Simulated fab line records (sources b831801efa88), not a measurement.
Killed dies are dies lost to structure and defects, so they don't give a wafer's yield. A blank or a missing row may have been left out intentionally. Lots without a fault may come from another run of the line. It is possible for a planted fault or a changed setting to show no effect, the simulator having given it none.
fab line records	flow sky130
record lots=12	wafers=36	last_day=50
route steps=708 shown LI_CONTACT@385 CONTACT@406 PAD_OPEN@708
lots that met no fault: from a run of the same line without faults
start_h: the number of hours between the record's first day and the start of the first shown wafer of the lot	wait_h: hours since the lot's step before	" repeats the value in the row above	L1.1+2: several wafers, shown together as one row	- either no value or no given start	* or withheld: withheld	< > ~ a bound
route shown NAME@n: names a module that has steps shown in the file, with the first one's number in the route	usual: mean/standard deviation of fault-free wafers	same: alike in all rows	chamber/n: place in a boat	sites: the reading at each site	_std_site: the values' standard deviation	_edge_site: inner sites' mean taken away from outer sites' mean	radius_mm: how far each site lies from the wafer's centre	mask NAME#n: copy n	behind: the tool/chamber that last shaped the wafer	hold: reason for holding the lot/hours on hold/outcome of the hold	device: which transistor (n, p or np) failed to switch	end of line: tests of these same wafers at the route's end	a step without rows: its recipe alone	killed: at the first sort, the dies lost to defects and structure; wafer yield is something else	map: a wafer's dies, x killed, . not, _ none there
set.NAME: the run value of the setting; set.NAME@STEP: its run value at that earlier step	model.NAME: the simulator's own value behind a step, which no gauge read
route steps across a sampled set of lots; one table per step, one row per wafer
services: from which hour (start_h, from the record's first day; less than 0 if before it) a tool's chamber was out of use, for how many hours, and why
## steps
# step SKY_LI_CONTACT_THK_MEAS_23
# recipe thk_meas_gauge=xrf	reads=W_of_LI_CONTACT_CVD_21
# usual LI_CONTACT_W_THK=394/4.7
lot.wafer	tool	chamber	start_h	wait_h	LI_CONTACT_W_THK[nm]
L662.1	film_metro-01	-	677.02	0.1	402
L662.2	"	-	"	"	403
L662.5	"	-	"	"	404
L664.3	film_metro-04	-	688.55	0.1	396
L664.5	"	-	"	"	394
L664.6	"	-	"	"	398
L665.3	film_metro-02	-	703.64	0.1	391
L665.4	"	-	"	"	397
L665.5	"	-	"	"	390
L666.1	film_metro-04	-	716.12	0.1	400
L666.2	"	-	"	"	398
L666.5	"	-	"	"	396
L667.2	film_metro-02	-	717.40	0.1	393
L667.5	"	-	"	"	396
L667.6	"	-	"	"	388
L668.1	film_metro-02	-	723.64	0.1	399
L668.2	"	-	"	"	396
L668.3	"	-	"	"	398
L669.1	film_metro-04	-	734.07	0.1	392
L669.5	"	-	"	"	390
L669.6	"	-	"	"	400
L670.1	film_metro-04	-	735.87	0.1	396
L670.3	"	-	"	"	398
L670.4	"	-	"	"	399
L671.1	film_metro-02	-	747.78	0.1	393
L671.4	"	-	"	"	392
L671.6	"	-	"	"	397
L673.3	film_metro-04	-	774.35	0.1	395
L673.4	"	-	"	"	390
L673.5	"	-	"	"	391
L681.1	film_metro-04	-	827.13	0.1	391
L681.3	"	-	"	"	393
L681.6	"	-	"	"	391
L684.1	film_metro-01	-	860.49	0.1	403
L684.2	"	-	"	"	391
L684.4	"	-	"	"	392
# step SKY_CONTACT_CVD_00
# recipe material=Si3N4	target_thk_nm=75	temp_c=400	time_s=withheld	rf_w=450
# usual heater_power_w=724/81
lot.wafer	tool	chamber	start_h	wait_h	heater_power_w
L662.1	pecvd-04	2	706.18	0.0	701
L662.2	"	1	"	"	713
L662.5	"	2	"	"	710
L664.3	pecvd-01	0	718.28	0.0	756
L664.5	"	1	"	"	750
L664.6	"	0	"	"	759
L665.3	pecvd-01	2	732.48	0.0	707
L665.4	"	1	"	"	736
L665.5	"	2	"	"	724
L666.1	pecvd-04	2	744.78	0.0	790
L666.2	"	1	"	"	741
L666.5	"	2	"	"	808
L667.2	pecvd-01	1	746.61	0.0	803
L667.5	"	2	"	"	720
L667.6	"	1	"	"	822
L668.1	pecvd-04	2	752.52	0.0	677
L668.2	"	1	"	"	696
L668.3	"	0	"	"	619
L669.1	pecvd-03	1	762.79	0.0	823
L669.5	"	0	"	"	618
L669.6	"	2	"	"	622
L670.1	pecvd-01	2	764.02	0.0	715
L670.3	"	2	"	"	744
L670.4	"	1	"	"	796
L671.1	pecvd-04	0	776.30	0.0	674
L671.4	"	0	"	"	682
L671.6	"	2	"	"	756
L673.3	pecvd-04	1	801.79	0.0	702
L673.4	"	0	"	"	617
L673.5	"	2	"	"	823
L681.1	pecvd-04	1	854.87	0.0	707
L681.3	"	0	"	"	703
L681.6	"	0	"	"	692
L684.1	pecvd-04	0	887.70	0.0	701
L684.2	"	2	"	"	688
L684.4	"	1	"	"	809
# step SKY_CONTACT_CMP_04
# recipe material=SiO2	down_force_psi=4	platen_rpm=60	pad_velocity_m_s=0.94248
# usual motor_current_A=12.3/1.1	time_to_endpoint_s=82/4.3
lot.wafer	tool	chamber	start_h	wait_h	motor_current_A	time_to_endpoint_s
L662.1	cmp-01	3	706.40	0.1	12.4	83
L662.2	"	1	"	"	12.1	81
L662.5	"	0	"	"	12.3	81
L664.3	cmp-02	0	718.65	0.2	12.7	84
L664.6	"	1	"	"	14.0	84
L664.5	"	2	"	"	11.0	87
L665.3	cmp-02	2	732.75	0.1	11.5	84
L665.4	"	0	"	"	12.8	76
L665.5	"	2	"	"	11.5	84
L666.1	cmp-01	0	745.16	0.2	12.1	83
L666.2	"	3	"	"	11.5	92
L666.5	"	0	"	"	11.5	84
L667.2	cmp-01	3	747.09	0.3	12.2	88
L667.5	"	2	"	"	12.5	89
L667.6	"	3	"	"	12.0	87
L668.3	cmp-02	1	752.75	0.0	14.6	76
L668.1	"	2	"	"	11.9	90
L668.2	"	3	"	"	11.1	83
L669.1	cmp-02	2	763.11	0.1	11.9	87
L669.6	"	0	"	"	12.5	79
L669.5	"	1	"	"	14.1	78
L670.3	cmp-02	0	764.71	0.5	11.4	83
L670.4	"	2	"	"	11.2	89
L670.1	"	3	"	"	11.2	91
L671.1	cmp-02	0	776.60	0.1	12.4	78
L671.4	"	2	"	"	11.1	86
L671.6	"	1	"	"	14.2	80
L673.3	cmp-02	3	802.26	0.2	11.2	80
L673.4	"	0	"	"	12.3	75
L673.5	"	1	"	"	14.2	76
L681.1	cmp-02	3	855.10	0.1	10.8	80
L681.3	"	0	"	"	12.3	64
L681.6	"	0	"	"	13.3	60
L684.2	cmp-01	2	887.93	0.1	12.6	84
L684.4	"	3	"	"	12.2	82
L684.1	"	0	"	"	11.9	80
# step SKY_CONTACT_ETCH_17
# recipe target=SiO2	chemistry=C4F8/O2/Ar	stop_on=Si3N4	mask_material=KrF-thick	source_w=1500	bias_w=1200	pressure_mtorr=40	c4f8_flow_sccm=withheld	O2_flow_sccm=6	Ar_flow_sccm=300	time_s=withheld	target_depth_a=3400
# usual oes_product_au=0.891/0.0053
lot.wafer	tool	chamber	start_h	wait_h	oes_product_au
L662.1	rie_diel-02	3	734.03	0.0	0.897
L662.2	"	0	"	"	0.887
L662.5	"	3	"	"	0.893
L664.3	rie_diel-01	1	746.63	0.0	0.890
L664.5	"	2	"	"	0.904
L664.6	"	1	"	"	0.887
L665.3	rie_diel-01	1	759.42	0.0	0.896
L665.4	"	2	"	"	0.879
L665.5	"	1	"	"	0.898
L666.1	rie_diel-03	3	772.61	0.0	0.889
L666.2	"	0	"	"	0.887
L666.5	"	3	"	"	0.895
L667.2	rie_diel-01	2	773.86	0.0	0.885
L667.5	"	1	"	"	0.886
L667.6	"	2	"	"	0.886
L668.1	rie_diel-01	3	780.36	0.0	0.892
L668.2	"	1	"	"	0.895
L668.3	"	2	"	"	0.889
L669.1	rie_diel-01	0	790.66	0.0	0.892
L669.5	"	1	"	"	0.894
L669.6	"	2	"	"	0.889
L670.1	rie_diel-01	1	792.32	0.0	0.898
L670.3	"	3	"	"	0.890
L670.4	"	0	"	"	0.898
L671.1	rie_diel-02	1	802.73	0.0	0.890
L671.4	"	3	"	"	0.899
L671.6	"	3	"	"	0.890
L673.3	rie_diel-01	3	828.71	0.0	0.892
L673.4	"	1	"	"	0.881
L673.5	"	2	"	"	0.885
L681.1	rie_diel-02	1	881.62	0.0	0.887
L681.3	"	0	"	"	0.942
L681.6	"	3	"	"	0.940
L684.1	rie_diel-02	3	914.13	0.0	0.896
L684.2	"	0	"	"	0.893
L684.4	"	1	"	"	0.900
# step SKY_CONTACT_ETCH_18
# recipe target=Si3N4	chemistry=CHF3/O2	stop_on=TiN	source_w=600	bias_w=200	pressure_mtorr=40	chf3_flow_sccm=50	O2_flow_sccm=5	time_s=39	target_depth_a=750
# usual drypump_motor_current_A=5.7/0.46	oes_product_au=0.853/0.0076	throttle_valve_pct=8.792/0.01
lot.wafer	tool	chamber	start_h	wait_h	drypump_motor_current_A	oes_product_au	rf_hours_counter_h	throttle_valve_pct
L662.1	rie_diel-02	3	-	-	5.9	0.853	5	8.815
L662.2	"	0	"	"	6.0	0.835	9	8.793
L662.5	"	3	"	"	5.9	0.860	-	8.800
L664.3	rie_diel-01	1	-	-	6.0	0.848	4	8.783
L664.5	"	2	"	"	5.5	0.851	-	8.786
L664.6	"	1	"	"	5.9	0.863	-	8.801
L665.3	rie_diel-01	1	-	-	5.9	0.847	4	8.776
L665.4	"	2	"	"	5.5	0.865	-	8.774
L665.5	"	1	"	"	5.9	0.855	-	8.813
L666.1	rie_diel-03	3	-	-	6.1	0.843	7	8.787
L666.2	"	0	"	"	5.0	0.846	24	8.812
L666.5	"	3	"	"	6.0	0.867	-	8.797
L667.2	rie_diel-01	2	-	-	5.5	0.856	14	8.805
L667.5	"	1	"	"	5.9	0.847	-	8.793
L667.6	"	2	"	"	5.5	0.864	-	8.814
L668.1	rie_diel-01	3	-	-	6.5	0.855	13	8.801
L668.2	"	1	"	"	5.9	0.845	5	8.791
L668.3	"	2	"	"	5.5	0.846	15	8.786
L669.1	rie_diel-01	0	-	-	4.9	0.849	1	8.803
L669.5	"	1	"	"	5.9	0.848	-	8.800
L669.6	"	2	"	"	5.5	0.867	-	8.808
L670.1	rie_diel-01	1	-	-	5.9	0.844	5	8.791
L670.3	"	3	"	"	6.6	0.858	13	8.781
L670.4	"	0	"	"	4.9	0.856	1	8.782
L671.1	rie_diel-02	1	-	-	5.7	0.852	7	8.792
L671.4	"	3	"	"	5.9	0.844	7	8.776
L671.6	"	3	"	"	5.9	0.851	-	8.793
L673.3	rie_diel-01	3	-	-	6.6	0.854	15	8.772
L673.4	"	1	"	"	5.9	0.862	6	8.794
L673.5	"	2	"	"	5.5	0.865	-	8.791
L681.1	rie_diel-02	1	-	-	5.7	0.837	9	8.789
L681.3	"	0	"	"	6.0	0.861	14	8.784
L681.6	"	3	"	"	5.9	0.860	-	8.788
L684.1	rie_diel-02	3	-	-	5.9	0.848	11	8.787
L684.2	"	0	"	"	6.1	0.840	15	8.792
L684.4	"	1	"	"	5.7	0.855	10	8.805
# step SKY_PAD_OPEN_PROBE_99
# usual killed_at_M0_to_M3=44/6.5	killed_at_M4_up=3.3/1.7	killed_at_contacts=25/5.3	killed_at_front_end=15/5	killed_at_other=0.2/0.47	killed_dies=87/9.9	killed_open=47/8	killed_short=39/6.1
# same gross_dies=492	killed_at_back_side=0
lot.wafer	tool	chamber	start_h	wait_h	killed_at_M0_to_M3	killed_at_M4_up	killed_at_contacts	killed_at_front_end	killed_at_other	killed_dies	killed_open	killed_short
L670.1	prober-01	-	1123.38	0.1	50	5	33	15	1	104	64	40
L670.3	prober-01	-	1123.48	0.2	48	5	17	16	2	88	46	42
L670.4	prober-01	-	1123.53	0.2	35	2	29	12	0	78	48	30
L671.1	prober-02	-	1128.40	0.1	50	1	22	13	0	86	57	29
L671.4	prober-02	-	1128.55	0.2	43	2	19	31	0	95	43	52
L671.6	prober-02	-	1128.65	0.2	38	0	26	15	0	79	47	32
L673.5	prober-02	-	1148.02	0.2	38	5	31	9	0	83	53	30
# killed by level:class
L670.1 VIA1:geometric_particle:open=15 CONTACT:geometric_particle:open=13 LI_CONTACT:geometric_particle:open=11 VIA3:geometric_particle:open=9 METAL2:geometric_particle:short=7 POLY_GATE:geometric_particle:short=6 POLY_GATE:geometric_particle:open=5 CONTACT:geometric_particle:short=5
L670.3 VIA1:geometric_particle:open=12 METAL2:geometric_particle:short=9 CONTACT:geometric_particle:open=8 VIA2:geometric_particle:open=7 FIELD_ISO:geometric_particle:open=5 POLY_GATE:geometric_particle:short=4 CONTACT:geometric_particle:short=4 METAL1:geometric_particle:short=4
L670.4 CONTACT:geometric_particle:open=17 VIA2:geometric_particle:open=9 VIA2:geometric_particle:short=6 VIA3:geometric_particle:open=6 LOCAL_INTERCONNECT:geometric_particle:short=5 VIA1:geometric_particle:open=5 FIELD_ISO:geometric_particle:short=3 FIELD_ISO:geometric_particle:open=3
L671.1 VIA1:geometric_particle:open=10 LI_CONTACT:geometric_particle:open=9 VIA2:geometric_particle:open=9 CONTACT:geometric_particle:open=8 METAL2:geometric_particle:short=5 METAL1:geometric_particle:short=5 POLY_GATE:geometric_particle:open=4 VIA3:geometric_particle:open=4
L671.4 FIELD_ISO:geometric_particle:open=8 CONTACT:geometric_particle:open=8 METAL1:geometric_particle:short=7 VIA3:geometric_particle:short=7 POLY_GATE:geometric_particle:short=6 VIA1:geometric_particle:open=6 METAL2:geometric_particle:short=6 POLY_CUT:geometric_particle:short=5
L671.6 CONTACT:geometric_particle:open=11 VIA1:geometric_particle:open=11 LI_CONTACT:geometric_particle:open=7 METAL2:geometric_particle:short=7 LI_CONTACT:geometric_particle:short=4 VIA1:geometric_particle:short=4 VIA3:geometric_particle:open=4 FIELD_ISO:geometric_particle:open=3
L673.5 VIA1:geometric_particle:open=13 CONTACT:geometric_particle:open=10 VIA2:geometric_particle:open=9 LI_CONTACT:geometric_particle:open=9 LOCAL_INTERCONNECT:geometric_particle:short=5 CONTACT:geometric_particle:short=5 METAL1:geometric_particle:short=4 VIA3:geometric_particle:open=4
## services
tool	chamber	start_h	hours	kind
rie_diel-01	0	686.85	5.6	repair
rie_diel-02	0	689.56	2.9	repair
rie_diel-01	3	701.45	48.5	repair
cmp-02	-	701.62	5.2	repair
cmp-01	-	716.51	2.1	repair
cmp-01	-	720.04	0.2	repair
cmp-01	-	722.58	5.3	pm
pecvd-01	-	734.02	0.5	repair
cmp-02	-	744.14	4.0	pm
pecvd-01	0	749.19	18.8	repair
cmp-01	-	762.99	31.6	pm
rie_diel-02	-	774.37	2.3	repair
pecvd-01	-	777.80	1.6	repair
rie_diel-01	-	781.25	1.7	repair
cmp-02	-	794.59	6.5	pm
cmp-01	-	797.93	1.4	repair
cmp-01	-	803.40	0.2	repair
cmp-01	-	827.74	20.7	repair
pecvd-01	-	832.50	6.0	pm
rie_diel-02	-	849.63	0.9	repair
rie_diel-01	0	876.25	1.9	repair
cmp-01	-	900.88	0.4	repair
rie_diel-01	0	901.89	1.3	repair
cmp-02	-	909.04	2.0	repair
## key
first_sign step=SKY_CONTACT_CMP_04	reading=time_to_endpoint_s	direction=down	sigmas=4.7	usual=*	struck=*
effect step=SKY_CONTACT_ETCH_17	reading=oes_product_au	direction=up	sigmas=9.4	usual=0.891	struck=0.941
met_at SKY_CONTACT_CMP_04
struck_lots L681
struck_wafers L681.3,L681.6
tester_left_out L681
not_acting_at SKY_LI_CONTACT_THK_MEAS_23,SKY_CONTACT_CVD_00,SKY_CONTACT_ETCH_18
onset_between 802.26 855.10
fault kind=process_parameter_drift	tool=cmp-02	chamber=0	onset_h=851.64	steps=SKY_CONTACT_CMP_04	channel=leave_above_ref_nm	offset=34	shape=step	end_h=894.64	acts_in=these_recipes_only	stated=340
# tester_left_out: of these lots the tester's yield and bins aren't shown, on N5 and GAA mostly nor the transistor test; their killed dies are dies lost to structure and defects alone, not to doping, threshold or leakage, so they don't give the yield
